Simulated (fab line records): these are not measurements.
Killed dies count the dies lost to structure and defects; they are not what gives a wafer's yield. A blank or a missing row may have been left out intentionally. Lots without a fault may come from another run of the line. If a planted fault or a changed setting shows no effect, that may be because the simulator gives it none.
Problem report, 8D (eight disciplines) form, completed by code    flow gf180mcu    the parts of the form that need people (team, actions taken, sign-off) are left out

== 1. THE PROBLEM ==
Wafers free of any fault read 570 (standard deviation 3.3) for HV_LDD_4_TW at GF_HV_LDD_TW_MEAS_50, against a mean of 593 on 6 wafers of 2 lots. Relative to the usual mean, that is a shift of +7.0 standard deviations.
The first sign was on wafer L609.2 at day 17 15:25, on film metro-04. At this step, 42 wafers from 14 lots have a number in the record. By rule, "out" or "out of limits" means more than 4 standard deviations away from the usual mean. Any other wafer with a number is counted as sound.

== 2. WHAT IT IS; WHAT IT IS NOT ==
question                     is                      is not
which readings at this step  HV_LDD_4_TW             -
which lots                   L609, L610              L594, L595, L596, L597, L598, L599, L600, L602, L611, L612, L615, L616
which wafers of those lots   all that have a number  -
read on which gauges         film metro-04           film metro-02, film metro-03
when                         from day 17 15:25       up to then (24 sound wafers); but 12 sound wafers of L611, L612, L615, L616 came after

== 3. THE SUSPECTS, EACH WITH WHAT RULES IT OUT ==
Counting: any tool at a process step up to the reading is kept as a suspect provided that every lot that is out went through it and no sound lot did after the first of them.
- the gauge at GF_HV_LDD_TW_MEAS_50 has been ruled out. All the wafers that are out were read on film metro-04, but those of them that GF_HV_LDD_IMPLANT_48 has rows for are out there too, on other tools.
- implanter-02 at GF_HV_LDD_IMPLANT_48: kept. It processed each lot that is out, first L609 at day 17 15:11, and no sound lot thereafter; up to then, the last sound lot it processed was L600 at day 14 20:23. Out on those wafers are its own readings of dose ions cm2, faraday current uA.
The count leaves implanter-02 at GF_HV_LDD_IMPLANT_48.

== 4. THE CAUSE (what the simulator had put in) ==
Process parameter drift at GF_HV_LDD_IMPLANT_48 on implanter-02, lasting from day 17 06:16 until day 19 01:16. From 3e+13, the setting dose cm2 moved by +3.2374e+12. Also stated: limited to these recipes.
Only this tool survived the counting.

== 5. THE EFFECT CHAIN, in route order ==
One row per reading whose mean, taken over the struck wafers that have a number, lies over 3 standard deviations from the usual. Only readings whose record carries a usual standard deviation are examined. hours: median over the lots of the time between each lot's start at the first step of this table that gives one and its start at this step. sigmas: the change, counted in usual standard deviations.
hours  step                  reading             usual  on struck wafers  change  sigmas
0      GF_HV_LDD_IMPLANT_48  dose ions cm2       3e+13  3e+13             +3e+12  +92
0      GF_HV_LDD_IMPLANT_48  faraday current uA  169    186               +17     +5.4
0      GF_HV_LDD_TW_MEAS_50  HV_LDD_4_TW         570    593               +23     +7.0
Here are the process steps it includes:
- GF_HV_LDD_IMPLANT_48
At these later measuring or inspecting steps, every struck wafer for which the step has a row has a number for every such reading, and none has moved that far: GF_HV_LDD_THK_MEAS_57.

== 6. WHAT WOULD HAVE CAUGHT IT SOONER ==
9 hours passed between the start of the fault at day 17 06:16 and the first reading out of limits at a measuring or inspecting step in this record, taken at day 17 15:25.
The tool's own readings at GF_HV_LDD_IMPLANT_48 were out on every struck wafer that the step has a row for (dose ions cm2, faraday current uA): an alarm limit on them would have fired on the first of those.
Of the lots that are out (2), L610 began GF_HV_LDD_IMPLANT_48 on implanter-02 after day 17 15:25. Had the tool been put on hold then, it would have been spared.
